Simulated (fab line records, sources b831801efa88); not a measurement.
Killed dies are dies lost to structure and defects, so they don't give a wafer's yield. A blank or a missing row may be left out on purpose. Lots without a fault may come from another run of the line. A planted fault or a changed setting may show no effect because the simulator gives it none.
A struck lot beside a sound one | flow sky130 | 15 steps out of a route of 708
Sound: wafers L868.1, L868.4, L868.6. Struck: wafers L883.1, L883.3, L883.6. The cause comes at the end.
At each step with rows: each side's tool, then ch and its chambers, then its first start. Under that, the readings that differ: sound wafers | struck wafers | difference of the means | sigmas: that difference in standard deviations of wafers without a fault.
alike: readings whose means differ by less than 2 such deviations, and words and numbers that are the same on both sides. not compared: withheld readings, readings that some wafer has no value for, bounds like >300 that may hide the same value, and numbers for which the record gives no deviation and whose values overlap.
The two part at a step that has a row with sigmas, a row that says differs or no value, or rows on one side only. Numbers that don't overlap but have no deviation are shown without sigmas and don't part them. A reading that every wafer of one side lacks parts them only if that side has two wafers or more.

first, 6 steps without rows for these wafers: SKY_VIA1_STRIP_16 (strips in O2/N2); SKY_VIA1_STRIP_17 (strips in post etch residue remover, time 1200 s); SKY_VIA1_CLEAN_18 (cleans in IPA, time 180 s); SKY_VIA1_CLEAN_19 (cleans in O3/DIW); SKY_VIA1_SPUTTER_20 (material TiN, target thk 20 nm, time 80 s); SKY_VIA1_CVD_21 (deposits W, target thk 270 nm, time 80.902 s).
SKY_VIA1_RS_MEAS_22: measures by four-point-probe.
  sound on film_metro-03, day 36 13:52; struck on film_metro-03, day 40 19:17
  reading            | sound             | struck            | difference | sigmas
  VIA1_W_RS (ohm/sq) | 0.431 0.427 0.433 | 0.414 0.420 0.422 | -0.012     | -3
SKY_VIA1_THK_MEAS_23: measures by xrf.
  sound on film_metro-03, day 36 13:59; struck on film_metro-03, day 40 19:24
  alike: VIA1_W_THK
SKY_VIA1_CMP_24: polishes, stops on SiO2, t overpolish 15 s, target thk 0 nm.
  sound on cmp-01 ch 2,3, day 36 14:03; struck on cmp-01 ch 1,3, day 40 19:28
  alike: motor_current_A, overpolish_run_s, retaining_ring_pressure_frac, time_to_endpoint_s
SKY_METAL2_SPUTTER_00: material Ti, target thk 15 nm, time 10 s.
  sound on pvd_sputter-01, day 36 14:22; struck on pvd_sputter-02, day 40 19:46
  alike: throttle_valve_pct
SKY_METAL2_SPUTTER_01: material TiN, target thk 20 nm, time 16.7 s.
  sound on pvd_sputter-01, day 36 14:23; struck on pvd_sputter-02, day 40 19:47
  alike: throttle_valve_pct
SKY_METAL2_SPUTTER_02: material AlCu, target thk 250 nm, time 13.3 s.
  sound on pvd_sputter-01, day 36 14:25; struck on pvd_sputter-02, day 40 19:48
  alike: throttle_valve_pct
SKY_METAL2_SPUTTER_03: material Ti, target thk 5 nm, time 3.3 s.
  sound on pvd_sputter-01, day 36 14:26; struck on pvd_sputter-02, day 40 19:50
  reading                                   | sound             | struck            | difference | sigmas
  model.Ti_of_METAL2_SPUTTER_03.thk_nm (nm) | 4.924 4.883 4.957 | 4.633 4.603 4.517 | -0.337     |
  alike: throttle_valve_pct
SKY_METAL2_SPUTTER_04: material TiN, target thk 70 nm, time 58.3 s.
  sound on pvd_sputter-01, day 36 14:28; struck on pvd_sputter-02, day 40 19:51
  alike: throttle_valve_pct
SKY_PAD_OPEN_PROBE_99:
  the record has rows for the sound wafers here (prober-01, day 47 19:26) and none for the struck ones

WHERE THEY PART
First at SKY_VIA1_RS_MEAS_22; last, within this record, at SKY_PAD_OPEN_PROBE_99.

WHY: what the simulator had put in
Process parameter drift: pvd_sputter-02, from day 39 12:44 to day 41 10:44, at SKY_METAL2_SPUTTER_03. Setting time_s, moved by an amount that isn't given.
